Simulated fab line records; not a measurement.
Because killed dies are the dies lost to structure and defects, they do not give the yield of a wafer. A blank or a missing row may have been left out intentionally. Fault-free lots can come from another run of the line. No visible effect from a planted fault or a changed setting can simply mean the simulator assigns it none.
fab line records	flow sky130
record lots=13	wafers=39	lastDay=50
route steps=708 shown METAL1@451 VIA1@461 PAD_OPEN@708
lots that met no fault: taken from a fault-free run of the same line
startH: hours from the record's first day to the start of the lot's first wafer shown	waitH: time in hours since the lot's previous step	" identical to the entry in the row above	L1.1+2: one row covering several wafers at once	- no value, or no start was given	* or withheld: withheld	< > ~ a bound
route shown NAME@n: NAME is a module with steps in the file, n the number in the route of the first one	usual: the fault-free wafers' mean and standard deviation	same: alike in all rows	chamber/n: place in a boat	sites: per-site readings	_std_site: standard deviation of those values	_edge_site: the outer-site mean with the inner-site mean subtracted	radiusMm: how far each site lies from the wafer's centre	mask NAME#n: copy n	behind: the most recent tool/chamber to have shaped the wafer	hold: what put the lot on hold/how long, in hours/how the hold closed	device: which transistor (n, p or np) failed to switch	end of line: the route-end tests of the same wafers	a step with no rows: only its recipe	killed: the dies lost at the first sort to structure and to defects; this is not the yield of the wafer	map: a wafer's dies, marking killed ones x, the rest . and places with no die _
set.NAME: the setting as run; set.NAME@STEP: as run at that earlier step	model.NAME: the simulator's own value behind a step, which no gauge read
steps of the route over a sample of lots; a table a step, a row a wafer
services: from which hour (startH, from the record's first day; less than 0 if before it) a tool's chamber was out of use, for how many hours, and why
## steps
# step SKY_METAL1_DESCUM_17
# recipe chemistry=O2	sourcePowerW=150	biasPowerW=0	pressureMtorr=10	tempC=40	timeS=8
# usual drypumpMotorCurrentA=5.82/0.25	oesProductAu=1.000/0.011
lot.wafer	tool	chamber	startH	waitH	drypumpMotorCurrentA	oesProductAu	rfHoursCounterH
L513.2	rieMetal-01	1	756.60	0.0	5.73	1.009	14
L513.3	"	0	"	"	6.05	1.004	-
L513.4	"	1	"	"	5.71	1.008	-
L515.1	rieMetal-04	0	777.19	0.0	6.20	0.998	4
L515.2	"	1	"	"	5.32	0.991	12
L515.3	"	1	"	"	5.37	0.979	-
L518.1	rieMetal-03	1	796.44	0.0	5.72	1.015	11
L518.4	"	0	"	"	5.76	0.991	-
L518.6	"	1	"	"	5.72	1.019	-
L519.1	rieMetal-04	1	813.19	0.0	5.34	0.973	13
L519.3	"	1	"	"	5.33	0.977	-
L519.5	"	1	"	"	5.30	0.985	-
L520.3	rieMetal-03	0	826.64	0.0	5.74	1.000	-
L520.4	"	0	"	"	5.75	1.005	-
L520.6	"	0	"	"	5.75	0.991	-
L521.1	rieMetal-03	0	847.02	0.0	5.75	0.993	13
L521.4	"	0	"	"	5.77	1.012	-
L521.5	"	0	"	"	5.76	0.995	-
L524.2	rieMetal-03	0	855.80	0.0	5.77	0.992	-
L524.4	"	0	"	"	5.75	0.994	-
L524.6	"	0	"	"	5.74	0.997	-
L525.1	rieMetal-01	0	860.87	0.0	6.00	1.009	7
L525.3	"	0	"	"	6.01	1.014	-
L525.4	"	0	"	"	6.00	1.015	-
L529.1	rieMetal-03	0	895.75	0.0	5.79	0.987	17
L529.3	"	0	"	"	5.76	1.002	-
L529.4	"	0	"	"	5.76	0.995	-
L530.2	rieMetal-04	0	905.60	0.0	6.15	1.006	9
L530.5	"	0	"	"	6.16	0.999	-
L530.6	"	1	"	"	5.33	0.969	-
L532.2	rieMetal-04	0	908.59	0.0	6.16	1.017	9
L532.5	"	1	"	"	5.34	0.981	-
L532.6	"	0	"	"	6.16	1.017	-
L534.1	rieMetal-03	1	918.59	0.0	5.68	1.000	1
L534.2	"	1	"	"	5.72	0.989	-
L534.5	"	1	"	"	5.71	1.005	-
L536.1	rieMetal-03	0	931.37	0.0	5.75	1.010	0
L536.3	"	0	"	"	5.79	1.018	-
L536.4	"	1	"	"	5.71	1.004	-
# step SKY_VIA1_BOW_MEAS_03
# recipe mode=bow
# usual VIA1_BOW=80/7.4
lot.wafer	tool	chamber	startH	waitH	VIA1_BOW[um]
L513.2	filmMetro-03	-	758.31	0.1	79
L513.3	"	-	"	"	79
L513.4	"	-	"	"	82
L515.1	filmMetro-01	-	778.46	0.2	77
L515.2	"	-	"	"	82
L515.3	"	-	"	"	78
L518.1	filmMetro-01	-	797.70	0.1	86
L518.4	"	-	"	"	78
L518.6	"	-	"	"	86
L519.1	filmMetro-01	-	814.45	0.1	72
L519.3	"	-	"	"	67
L519.5	"	-	"	"	76
L520.3	filmMetro-01	-	828.10	0.3	65
L520.4	"	-	"	"	94
L520.6	"	-	"	"	73
L521.1	filmMetro-03	-	848.46	0.2	84
L521.4	"	-	"	"	80
L521.5	"	-	"	"	85
L524.2	filmMetro-04	-	857.28	0.3	83
L524.4	"	-	"	"	82
L524.6	"	-	"	"	88
L525.1	filmMetro-04	-	862.37	0.1	76
L525.3	"	-	"	"	83
L525.4	"	-	"	"	84
L529.1	filmMetro-03	-	897.22	0.2	88
L529.3	"	-	"	"	83
L529.4	"	-	"	"	90
L530.2	filmMetro-04	-	906.99	0.2	83
L530.5	"	-	"	"	84
L530.6	"	-	"	"	89
L532.2	filmMetro-04	-	909.98	0.1	90
L532.5	"	-	"	"	79
L532.6	"	-	"	"	86
L534.1	filmMetro-01	-	920.30	0.2	71
L534.2	"	-	"	"	72
L534.5	"	-	"	"	89
L536.1	filmMetro-04	-	932.62	0.2	75
L536.3	"	-	"	"	85
L536.4	"	-	"	"	77
# step SKY_VIA1_SPUTTER_20
# recipe material=TiN	targetThkNm=20	chamberPressurePa=5	powerW=4000	timeS=80
# usual cathodeDcPowerW=4000.0/0.74	chamberPressurePa=5.000/0.01	throttleValvePct=30.1/0.98
lot.wafer	tool	chamber	startH	waitH	cathodeDcPowerW	chamberPressurePa	throttleValvePct
L513.2	pvdSputter-02	-	785.60	0.0	3999.7	4.983	29.7
L513.3	"	-	"	"	4000.2	5.002	32.0
L513.4	"	-	"	"	3999.0	4.991	28.8
L515.1	pvdSputter-02	-	805.88	0.0	3998.6	5.014	29.7
L515.2	"	-	"	"	4000.2	5.013	29.0
L515.3	"	-	"	"	4000.1	4.998	31.4
L518.1	pvdSputter-03	-	824.98	0.0	-	-	-
L518.4	"	-	"	"	-	-	-
L518.6	"	-	"	"	-	-	-
L519.1	pvdSputter-02	-	841.40	0.0	-	-	-
L519.3	"	-	"	"	-	-	-
L519.5	"	-	"	"	-	-	-
L520.3	pvdSputter-03	-	854.53	0.0	3999.1	4.974	30.0
L520.4	"	-	"	"	3999.2	4.984	28.5
L520.6	"	-	"	"	4000.6	4.984	30.3
L521.1	pvdSputter-04	-	875.58	0.0	4000.2	4.995	29.6
L521.4	"	-	"	"	3999.6	5.013	31.3
L521.5	"	-	"	"	3999.0	5.014	30.6
L524.2	pvdSputter-04	-	884.96	0.0	3999.7	4.974	31.1
L524.4	"	-	"	"	3999.9	5.015	29.6
L524.6	"	-	"	"	3999.4	5.003	30.5
L525.1	pvdSputter-03	-	889.51	0.0	4001.3	5.003	29.3
L525.3	"	-	"	"	4000.8	5.009	28.7
L525.4	"	-	"	"	4000.7	5.008	29.2
L529.1	pvdSputter-04	-	922.88	0.0	4000.9	5.008	30.3
L529.3	"	-	"	"	4002.0	5.005	29.7
L529.4	"	-	"	"	3999.2	4.998	31.3
L530.2	pvdSputter-04	-	932.15	0.0	3999.7	4.995	29.7
L530.5	"	-	"	"	3999.8	4.994	31.0
L530.6	"	-	"	"	4000.1	5.016	29.5
L532.2	pvdSputter-02	-	935.69	0.0	3999.5	4.990	31.9
L532.5	"	-	"	"	3999.9	4.988	31.2
L532.6	"	-	"	"	4000.0	4.995	32.0
L534.1	pvdSputter-02	-	945.49	0.0	3999.9	4.997	32.1
L534.2	"	-	"	"	4000.0	5.014	31.3
L534.5	"	-	"	"	3999.2	5.002	31.5
L536.1	pvdSputter-03	-	957.44	0.0	4000.3	5.012	29.2
L536.3	"	-	"	"	3999.0	5.002	30.5
L536.4	"	-	"	"	4001.3	5.012	28.8
# step SKY_PAD_OPEN_PROBE_99
# usual defectLimitedYield=82.4/1.8	killed_at_M0_to_M3=44/6.4	killed_at_M4_up=3.6/2.1	killedAtContacts=23/5.1	killedAtFrontEnd=15/4.3	killedAtOther=0.3/0.56	killedDies=86/9	killedOnRim=17/3.3	killedOpen=47/6.4	killedShort=39/5.8	sort_bin_3_pad_short=0.8/0.46	sort_bin_5_function=10.4/1.4	sort_bin_6_memory=6.4/1.1	sortNPass=406/9	sortYieldPct=82.4/1.8
# same grossDies=492	killedAtBackSide=0	sort_bin_4_leakage[%]=0	sort_bin_8_speed[%]=0
lot.wafer	tool	chamber	startH	waitH	defectLimitedYield[%]	killed_at_M0_to_M3	killed_at_M4_up	killedAtContacts	killedAtFrontEnd	killedAtOther	killedDies	killedOnRim	killedOpen	killedShort	sort_bin_3_pad_short[%]	sort_bin_5_function[%]	sort_bin_6_memory[%]	sortNPass	sortYieldPct[%]
L513.2	prober-01	-	1065.70	0.1	84.6	36	3	21	16	0	76	18	45	31	0.6	8.9	5.9	416	84.6
L513.3	prober-01	-	1065.75	0.2	82.1	48	5	21	14	0	88	22	49	39	1.2	11.6	5.1	404	82.1
L513.4	prober-01	-	1065.80	0.2	81.5	43	1	25	22	0	91	15	43	47	0.8	11.2	6.5	401	81.5
L515.1	prober-01	-	1084.65	0.1	84.6	43	2	18	13	0	76	16	44	32	0.4	10.6	4.5	416	84.6
L515.2	prober-01	-	1084.70	0.1	85.8	33	3	11	23	0	70	15	35	35	0.8	8.1	5.3	422	85.8
L515.3	prober-01	-	1084.75	0.2	85.4	45	1	19	7	0	72	19	44	28	0.6	7.9	6.1	420	85.4
L518.1	prober-01	-	1101.46	0.1	0	459	1	21	11	0	492	96	38	31	0	93.7	6.3	0	0
L518.4	prober-01	-	1101.61	0.2	0	449	4	26	13	0	492	96	59	44	0.8	92.1	7.1	0	0
L518.6	prober-01	-	1101.71	0.2	0	462	4	15	10	1	492	96	48	33	1.6	93.5	4.9	0	0
L519.1	prober-02	-	1112.93	0.1	0	455	3	20	14	0	492	96	45	33	0.6	95.7	3.7	0	0
L519.3	prober-02	-	1113.03	0.2	0	451	1	21	18	1	492	96	42	43	2.0	92.7	5.3	0	0
L519.5	prober-02	-	1113.13	0.2	0	451	3	19	19	0	492	96	43	35	0.8	92.5	6.7	0	0
L520.3	prober-01	-	1119.43	0.2	83.7	44	6	20	9	1	80	9	45	35	1.0	9.3	5.9	412	83.7
L520.4	prober-01	-	1119.48	0.2	84.1	39	2	26	10	1	78	14	44	34	0	9.6	6.3	414	84.1
L520.6	prober-01	-	1119.58	0.2	82.5	56	2	15	13	0	86	16	48	38	0.4	11.4	5.7	406	82.5
L521.1	prober-02	-	1129.87	0.1	86.0	39	3	18	9	0	69	14	42	27	0.8	8.9	4.3	423	86.0
L521.4	prober-02	-	1130.02	0.2	83.1	47	4	19	13	0	83	11	41	41	0.8	10.0	6.1	409	83.1
L521.5	prober-02	-	1130.07	0.2	83.1	48	4	15	15	1	83	12	42	41	0.4	10.4	6.1	409	83.1
L524.2	prober-01	-	1138.62	0.1	79.5	50	3	30	18	0	101	20	59	42	0.8	13.4	6.3	391	79.5
L524.4	prober-01	-	1138.72	0.2	84.3	35	4	19	19	0	77	16	34	43	0.6	9.1	5.9	415	84.3
L524.6	prober-01	-	1138.82	0.2	85.8	36	4	14	16	0	70	17	42	28	0.8	8.5	4.9	422	85.8
L525.1	prober-02	-	1140.83	0.1	81.7	40	8	29	13	0	90	20	42	48	0.6	12.2	5.5	402	81.7
L525.3	prober-02	-	1140.93	0.2	83.9	37	6	24	12	0	79	16	43	36	0.2	8.5	7.3	413	83.9
L525.4	prober-02	-	1140.98	0.2	82.1	47	3	24	14	0	88	16	47	41	0.8	11.0	6.1	404	82.1
L529.1	prober-01	-	1168.40	0.1	84.6	41	1	16	18	0	76	16	51	25	0.6	8.9	5.9	416	84.6
L529.3	prober-01	-	1168.50	0.2	81.7	47	4	20	19	0	90	17	43	47	1.0	9.3	7.9	402	81.7
L529.4	prober-01	-	1168.55	0.2	80.1	47	0	32	19	0	98	19	58	40	0.4	11.6	7.9	394	80.1
L530.2	prober-01	-	1175.61	0.1	81.7	40	3	32	15	0	90	15	52	38	1.2	10.2	6.9	402	81.7
L530.5	prober-01	-	1175.76	0.2	81.3	48	6	25	13	0	92	19	56	36	0.2	13.4	5.1	400	81.3
L530.6	prober-01	-	1175.81	0.2	79.5	50	3	30	18	0	101	18	65	36	0.6	12.2	7.7	391	79.5
L532.2	prober-01	-	1185.16	0.1	81.9	40	7	22	20	0	89	20	56	31	0.6	8.9	8.5	403	81.9
L532.5	prober-01	-	1185.31	0.2	85.4	35	4	20	13	0	72	9	35	37	0.4	8.9	5.3	420	85.4
L532.6	prober-01	-	1185.36	0.2	77.8	54	5	27	22	1	109	22	53	54	1.8	12.6	7.7	383	77.8
L534.1	prober-02	-	1187.15	0.1	83.3	50	0	17	15	0	82	14	50	32	0.8	11.0	4.9	410	83.3
L534.2	prober-02	-	1187.20	0.1	79.7	43	4	35	17	1	100	19	59	41	1.8	10.0	8.5	392	79.7
L534.5	prober-02	-	1187.35	0.2	84.1	41	4	22	11	0	78	18	44	34	0.8	9.1	5.9	414	84.1
L536.1	prober-02	-	1194.03	0.1	82.5	40	3	23	20	0	86	18	51	35	0.4	11.0	6.1	406	82.5
L536.3	prober-02	-	1194.13	0.2	82.9	38	3	28	14	1	84	15	45	39	1.2	11.0	4.9	408	82.9
L536.4	prober-02	-	1194.18	0.2	83.1	38	5	20	19	1	83	14	40	42	1.8	8.9	6.1	409	83.1
# killed by level:class
L513.2 VIA1:geometricParticle:open=10 LI_CONTACT:geometricParticle:open=8 VIA1:geometricParticle:short=7 CONTACT:geometricParticle:open=6 VIA3:geometricParticle:open=6 VIA2:geometricParticle:open=5 FIELD_ISO:geometricParticle:short=4 POLY_GATE:geometricParticle:open=3
L513.3 VIA1:geometricParticle:short=11 VIA1:geometricParticle:open=10 CONTACT:geometricParticle:open=10 VIA3:geometricParticle:open=7 FIELD_ISO:geometricParticle:open=6 METAL2:geometricParticle:short=6 VIA2:geometricParticle:open=5 POLY_GATE:geometricParticle:open=4
L513.4 VIA2:geometricParticle:open=7 FIELD_ISO:geometricParticle:short=6 CONTACT:geometricParticle:open=6 CONTACT:geometricParticle:short=6 VIA1:geometricParticle:open=6 VIA3:geometricParticle:open=6 POLY_GATE:geometricParticle:short=5 POLY_GATE:geometricParticle:open=5
L515.1 VIA1:geometricParticle:open=11 VIA3:geometricParticle:open=10 POLY_GATE:geometricParticle:open=5 LI_CONTACT:geometricParticle:open=5 CONTACT:geometricParticle:open=5 CONTACT:geometricParticle:short=5 VIA2:geometricParticle:open=5 VIA2:geometricParticle:short=4
L515.2 CONTACT:geometricParticle:open=8 VIA1:geometricParticle:open=8 METAL2:geometricParticle:short=8 POLY_GATE:geometricParticle:short=6 FIELD_ISO:geometricParticle:short=5 POLY_GATE:geometricParticle:open=5 METAL1:geometricParticle:short=5 VIA1:geometricParticle:short=4
L515.3 VIA1:geometricParticle:open=11 VIA3:geometricParticle:open=8 CONTACT:geometricParticle:open=7 LI_CONTACT:geometricParticle:open=6 VIA2:geometricParticle:open=6 VIA3:geometricParticle:short=5 CONTACT:geometricParticle:short=3 METAL1:geometricParticle:short=3
L518.1 VIA1:areaSputter=423 CONTACT:geometricParticle:open=7 VIA3:geometricParticle:open=7 METAL2:geometricParticle:short=6 CONTACT:geometricParticle:short=6 VIA1:geometricParticle:open=6 FIELD_ISO:geometricParticle:open=5 LI_CONTACT:geometricParticle:open=4
L518.4 VIA1:areaSputter=389 METAL2:geometricParticle:short=14 VIA3:geometricParticle:open=12 CONTACT:geometricParticle:open=11 VIA2:geometricParticle:open=9 VIA1:geometricParticle:open=8 LI_CONTACT:geometricParticle:open=6 POLY_GATE:geometricParticle:open=5
L518.6 VIA1:areaSputter=411 METAL2:geometricParticle:short=10 CONTACT:geometricParticle:open=9 VIA2:geometricParticle:open=9 VIA1:geometricParticle:open=7 VIA3:geometricParticle:open=7 VIA1:geometricParticle:short=6 METAL2:geometricParticle:open=3
L519.1 VIA1:areaSputter=414 METAL1:geometricParticle:short=12 VIA1:geometricParticle:open=9 CONTACT:geometricParticle:open=8 FIELD_ISO:geometricParticle:open=5 LI_CONTACT:geometricParticle:open=5 LOCAL_INTERCONNECT:geometricParticle:short=5 POLY_GATE:geometricParticle:open=4
L519.3 VIA1:areaSputter=406 VIA1:geometricParticle:open=9 METAL2:geometricParticle:short=8 CONTACT:geometricParticle:open=7 METAL1:geometricParticle:short=7 LI_CONTACT:geometricParticle:open=6 VIA1:geometricParticle:short=5 VIA2:geometricParticle:open=5
L519.5 VIA1:areaSputter=414 CONTACT:geometricParticle:open=10 FIELD_ISO:geometricParticle:short=7 VIA1:geometricParticle:open=7 VIA3:geometricParticle:open=6 VIA2:geometricParticle:open=6 FIELD_ISO:geometricParticle:open=4 POLY_GATE:geometricParticle:open=4
L520.3 VIA1:geometricParticle:open=12 CONTACT:geometricParticle:open=9 VIA1:geometricParticle:short=8 LI_CONTACT:geometricParticle:open=6 METAL4:geometricParticle:short=6 VIA2:geometricParticle:short=5 VIA2:geometricParticle:open=5 FIELD_ISO:geometricParticle:open=4
L520.4 VIA2:geometricParticle:open=10 CONTACT:geometricParticle:short=9 CONTACT:geometricParticle:open=9 LI_CONTACT:geometricParticle:open=7 VIA1:geometricParticle:open=6 METAL2:geometricParticle:short=6 VIA3:geometricParticle:open=5 METAL1:geometricParticle:short=5
L520.6 VIA1:geometricParticle:open=13 METAL2:geometricParticle:short=10 VIA2:geometricParticle:open=9 LI_CONTACT:geometricParticle:open=7 VIA3:geometricParticle:open=6 FIELD_ISO:geometricParticle:short=4 CONTACT:geometricParticle:open=4 VIA1:geometricParticle:short=4
L521.1 VIA1:geometricParticle:open=10 VIA2:geometricParticle:open=9 CONTACT:geometricParticle:open=8 LI_CONTACT:geometricParticle:open=6 VIA1:geometricParticle:short=6 METAL1:geometricParticle:short=5 FIELD_ISO:geometricParticle:open=4 VIA2:geometricParticle:short=3
L521.4 VIA1:geometricParticle:open=10 VIA1:geometricParticle:short=9 METAL1:geometricParticle:short=7 CONTACT:geometricParticle:open=7 VIA2:geometricParticle:open=7 FIELD_ISO:geometricParticle:short=4 VIA3:geometricParticle:open=4 FIELD_ISO:geometricParticle:open=3
L521.5 VIA1:geometricParticle:open=12 VIA2:geometricParticle:open=6 POLY_GATE:geometricParticle:open=5 METAL1:geometricParticle:short=5 VIA3:geometricParticle:open=5 METAL2:geometricParticle:short=5 FIELD_ISO:geometricParticle:open=4 POLY_GATE:geometricParticle:short=4
L524.2 VIA1:geometricParticle:open=14 CONTACT:geometricParticle:open=9 POLY_GATE:geometricParticle:open=7 LI_CONTACT:geometricParticle:open=7 VIA2:geometricParticle:open=7 VIA2:geometricParticle:short=7 LOCAL_INTERCONNECT:geometricParticle:short=5 METAL1:geometricParticle:short=5
L524.4 CONTACT:geometricParticle:open=9 POLY_GATE:geometricParticle:short=8 METAL1:geometricParticle:short=8 VIA3:geometricParticle:open=6 POLY_GATE:geometricParticle:open=5 VIA1:geometricParticle:short=5 VIA1:geometricParticle:open=5 FIELD_ISO:geometricParticle:short=4
L524.6 CONTACT:geometricParticle:open=8 VIA1:geometricParticle:open=7 VIA3:geometricParticle:open=7 VIA2:geometricParticle:open=5 LI_CONTACT:geometricParticle:open=4 METAL1:geometricParticle:short=4 METAL2:geometricParticle:short=4 POLY_GATE:geometricParticle:short=3
L525.1 LI_CONTACT:geometricParticle:open=13 VIA3:geometricParticle:open=8 CONTACT:geometricParticle:open=7 POLY_GATE:geometricParticle:short=6 CONTACT:geometricParticle:short=6 METAL1:geometricParticle:short=6 FIELD_ISO:geometricParticle:short=5 VIA1:geometricParticle:short=5
L525.3 CONTACT:geometricParticle:open=14 CONTACT:geometricParticle:short=6 VIA2:geometricParticle:open=6 VIA1:geometricParticle:short=6 POLY_GATE:geometricParticle:open=5 VIA1:geometricParticle:open=5 FIELD_ISO:geometricParticle:short=4 VIA3:geometricParticle:short=4
L525.4 CONTACT:geometricParticle:open=10 VIA1:geometricParticle:open=10 METAL2:geometricParticle:short=9 VIA3:geometricParticle:open=8 VIA2:geometricParticle:open=6 CONTACT:geometricParticle:short=5 LI_CONTACT:geometricParticle:short=4 FIELD_ISO:geometricParticle:open=3
L529.1 VIA1:geometricParticle:open=12 CONTACT:geometricParticle:open=10 POLY_GATE:geometricParticle:open=7 FIELD_ISO:geometricParticle:open=5 METAL1:geometricParticle:short=5 LI_CONTACT:geometricParticle:open=4 VIA3:geometricParticle:short=4 VIA2:geometricParticle:open=3
L529.3 VIA1:geometricParticle:open=9 METAL1:geometricParticle:short=8 LI_CONTACT:geometricParticle:open=6 METAL2:geometricParticle:short=6 VIA2:geometricParticle:open=6 FIELD_ISO:geometricParticle:open=5 POLY_GATE:geometricParticle:short=5 LI_CONTACT:geometricParticle:short=5
L529.4 CONTACT:geometricParticle:open=13 VIA1:geometricParticle:open=10 LI_CONTACT:geometricParticle:open=8 VIA2:geometricParticle:open=8 FIELD_ISO:geometricParticle:short=6 METAL2:geometricParticle:short=6 POLY_GATE:geometricParticle:open=5 METAL1:geometricParticle:short=5
L530.2 LI_CONTACT:geometricParticle:open=12 CONTACT:geometricParticle:open=7 VIA1:geometricParticle:open=7 VIA1:geometricParticle:short=6 VIA3:geometricParticle:open=6 LOCAL_INTERCONNECT:geometricParticle:short=5 POLY_GATE:geometricParticle:short=4 LI_CONTACT:geometricParticle:short=4
L530.5 VIA2:geometricParticle:open=12 VIA3:geometricParticle:open=10 CONTACT:geometricParticle:open=9 METAL1:geometricParticle:short=9 LI_CONTACT:geometricParticle:open=6 VIA1:geometricParticle:open=5 FIELD_ISO:geometricParticle:open=4 METAL3:geometricParticle:short=4
L530.6 CONTACT:geometricParticle:open=14 VIA1:geometricParticle:open=14 LI_CONTACT:geometricParticle:open=9 VIA2:geometricParticle:open=7 VIA3:geometricParticle:open=7 METAL1:geometricParticle:short=6 VIA1:geometricParticle:short=5 FIELD_ISO:geometricParticle:short=4
L532.2 VIA3:geometricParticle:open=13 CONTACT:geometricParticle:open=12 VIA1:geometricParticle:short=7 FIELD_ISO:geometricParticle:open=5 FIELD_ISO:geometricParticle:short=5 VIA1:geometricParticle:open=5 VIA2:geometricParticle:open=5 POLY_GATE:geometricParticle:open=4
L532.5 VIA3:geometricParticle:open=8 CONTACT:geometricParticle:open=7 METAL1:geometricParticle:short=6 VIA1:geometricParticle:open=6 POLY_GATE:geometricParticle:short=5 FIELD_ISO:geometricParticle:open=4 FIELD_ISO:geometricParticle:short=4 LI_CONTACT:geometricParticle:open=4
L532.6 FIELD_ISO:geometricParticle:short=13 VIA1:geometricParticle:open=12 METAL2:geometricParticle:short=10 CONTACT:geometricParticle:open=10 VIA1:geometricParticle:short=8 CONTACT:geometricParticle:short=7 VIA2:geometricParticle:open=7 FIELD_ISO:geometricParticle:open=5
L534.1 VIA1:geometricParticle:open=11 VIA3:geometricParticle:open=9 METAL1:geometricParticle:short=8 CONTACT:geometricParticle:open=7 POLY_GATE:geometricParticle:open=6 VIA2:geometricParticle:open=6 VIA2:geometricParticle:short=4 LI_CONTACT:geometricParticle:open=4
L534.2 CONTACT:geometricParticle:open=14 VIA1:geometricParticle:open=12 CONTACT:geometricParticle:short=9 VIA3:geometricParticle:open=6 LI_CONTACT:geometricParticle:open=5 LOCAL_INTERCONNECT:geometricParticle:short=5 METAL1:geometricParticle:open=5 POLY_GATE:geometricParticle:short=4
L534.5 VIA1:geometricParticle:open=11 VIA2:geometricParticle:open=7 VIA3:geometricParticle:open=7 LI_CONTACT:geometricParticle:open=6 CONTACT:geometricParticle:short=5 CONTACT:geometricParticle:open=5 VIA1:geometricParticle:short=5 METAL2:geometricParticle:short=5
L536.1 VIA1:geometricParticle:open=14 CONTACT:geometricParticle:open=12 VIA2:geometricParticle:open=7 METAL1:geometricParticle:short=6 VIA3:geometricParticle:open=6 FIELD_ISO:geometricParticle:short=5 POLY_GATE:geometricParticle:open=4 SPACER:geometricParticle:short=4
L536.3 VIA1:geometricParticle:open=11 CONTACT:geometricParticle:open=7 LI_CONTACT:geometricParticle:open=6 FIELD_ISO:geometricParticle:open=5 FIELD_ISO:geometricParticle:short=5 CONTACT:geometricParticle:short=5 LOCAL_INTERCONNECT:geometricParticle:short=5 VIA3:geometricParticle:short=4
L536.4 VIA1:geometricParticle:open=11 FIELD_ISO:geometricParticle:open=7 VIA3:geometricParticle:open=7 VIA1:geometricParticle:short=6 CONTACT:geometricParticle:open=6 LOCAL_INTERCONNECT:geometricParticle:short=5 METAL2:geometricParticle:short=4 CONTACT:geometricParticle:short=4
## services
tool	chamber	startH	hours	kind
rieMetal-03	1	751.98	2.3	repair
rieMetal-03	1	779.25	5.1	repair
rieMetal-03	1	825.27	60.9	repair
pvdSputter-02	-	831.94	8.7	repair
pvdSputter-02	2	856.35	-	consumableReplace:kit
pvdSputter-02	2	856.35	18.0	scheduledDown
pvdSputter-02	2	856.35	18.0	ventCycle
rieMetal-01	1	857.00	50.2	repair
rieMetal-01	0	881.27	10.1	repair
pvdSputter-03	1	882.75	-	consumableReplace:kit
pvdSputter-03	1	882.75	18.0	scheduledDown
pvdSputter-03	1	882.75	18.0	ventCycle
rieMetal-03	1	886.21	-	clean
rieMetal-03	1	886.21	20.6	scheduledDown
rieMetal-03	1	886.21	20.6	ventCycle
rieMetal-01	-	889.70	2.7	repair
rieMetal-03	0	907.68	-	clean
rieMetal-03	0	907.68	20.2	scheduledDown
rieMetal-03	0	907.68	20.2	ventCycle
rieMetal-04	1	909.72	-	clean
rieMetal-04	1	909.72	18.7	scheduledDown
rieMetal-04	1	909.72	18.7	ventCycle
pvdSputter-04	-	917.42	2.3	repair
rieMetal-04	-	956.59	0.4	repair
## key
firstSign step=SKY_VIA1_SPUTTER_20	reading=toolRecord	direction=missing
effect step=SKY_PAD_OPEN_PROBE_99	reading=killed_at_M0_to_M3	direction=up	sigmas=64	usual=44	struck=454
moreKillsBornAt SKY_VIA1_SPUTTER_20@pvdSputter-02=1230	SKY_VIA1_SPUTTER_20@pvdSputter-03=1215
metAt SKY_VIA1_SPUTTER_20
struckLots L518,L519
laterRowsLeftOut L518.1,L518.4,L518.6,L519.1,L519.3,L519.5
notActingAt SKY_METAL1_DESCUM_17,SKY_VIA1_BOW_MEAS_03
onsetBetween 805.88 824.98
fault kind=skippedStepWhole	tool=pvdSputter-02,pvdSputter-03	chamber=-	onsetH=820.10	steps=SKY_VIA1_SPUTTER_20	scope=struckLotsOnly
# laterRowsLeftOut: the simulator's readings of these wafers behind a module that went badly wrong aren't trusted and aren't shown, but for the sort
